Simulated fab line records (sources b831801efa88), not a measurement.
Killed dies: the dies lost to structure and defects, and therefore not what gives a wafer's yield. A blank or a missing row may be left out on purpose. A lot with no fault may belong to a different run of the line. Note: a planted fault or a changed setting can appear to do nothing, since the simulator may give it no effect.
Which tool did it? | flow gf180mcu | Sampling: 6 lots, 16 wafers, 2 of 602 route steps

WHAT THE GAUGES READ, wafer by wafer
GF_STI_THK_MEAS_24.
lot  | measured    | on            | STI_CVD_23_THK (nm)
L538 | day 2 08:58 | film_metro-04 | 641 641 632
L540 | day 2 19:52 | film_metro-02 | 714 640
L543 | day 3 11:07 | film_metro-04 | 723 652
L555 | day 6 04:46 | film_metro-02 | 647 646 641
L557 | day 6 13:06 | film_metro-04 | 644 649 655
L559 | day 7 00:37 | film_metro-04 | 631 628 638

WHAT TOOL EACH LOT RAN ON (gives the tool, then ch and the chambers of the sampled wafers, and finally the start)
lot  | GF_STI_CVD_23
L538 | hdpcvd-01 ch 0,1,2, day 2 08:54
L540 | hdpcvd-01 ch 1, day 2 19:46
L543 | hdpcvd-01 ch 1,2, day 3 11:03
L555 | hdpcvd-01 ch 0,2, day 6 04:41
L557 | hdpcvd-02 ch 0,1,2, day 6 13:01
L559 | hdpcvd-02 ch 0,1,2, day 7 00:32
- GF_STI_CVD_23: deposits SiO2, target thk 650 nm, time 108.3 s.

THE ANSWER, worked out from the rows above alone
Rule: the lots themselves supply what counts as usual. The widest of any qualifying gaps counts: lots, ordered by their means at a reading, are off when they make up no more than a third of the lots, leave a main group of 4 or more, and stand apart from it by 3 or more times the standard deviation of that group's means. A main group whose means are all the same, to the digits that the tables above print for the reading, isn't used. Also off: a lot with no number at a reading for which 4 or more lots have one. Where the step has rows for the other lots, those lots are counted as sound.
Off: L540, L543, seen at GF_STI_THK_MEAS_24 (STI_CVD_23_THK). Main group: mean 641 nm, sd 6.5.
A tool fits if, at a process step before that reading, it ran every lot that is off, and no sound lot after the first of them. Those tools and the gauges at GF_STI_THK_MEAS_24 are tried in the same way. No candidate that was tried fits.

WHAT THE SIMULATOR HAD INSERTED
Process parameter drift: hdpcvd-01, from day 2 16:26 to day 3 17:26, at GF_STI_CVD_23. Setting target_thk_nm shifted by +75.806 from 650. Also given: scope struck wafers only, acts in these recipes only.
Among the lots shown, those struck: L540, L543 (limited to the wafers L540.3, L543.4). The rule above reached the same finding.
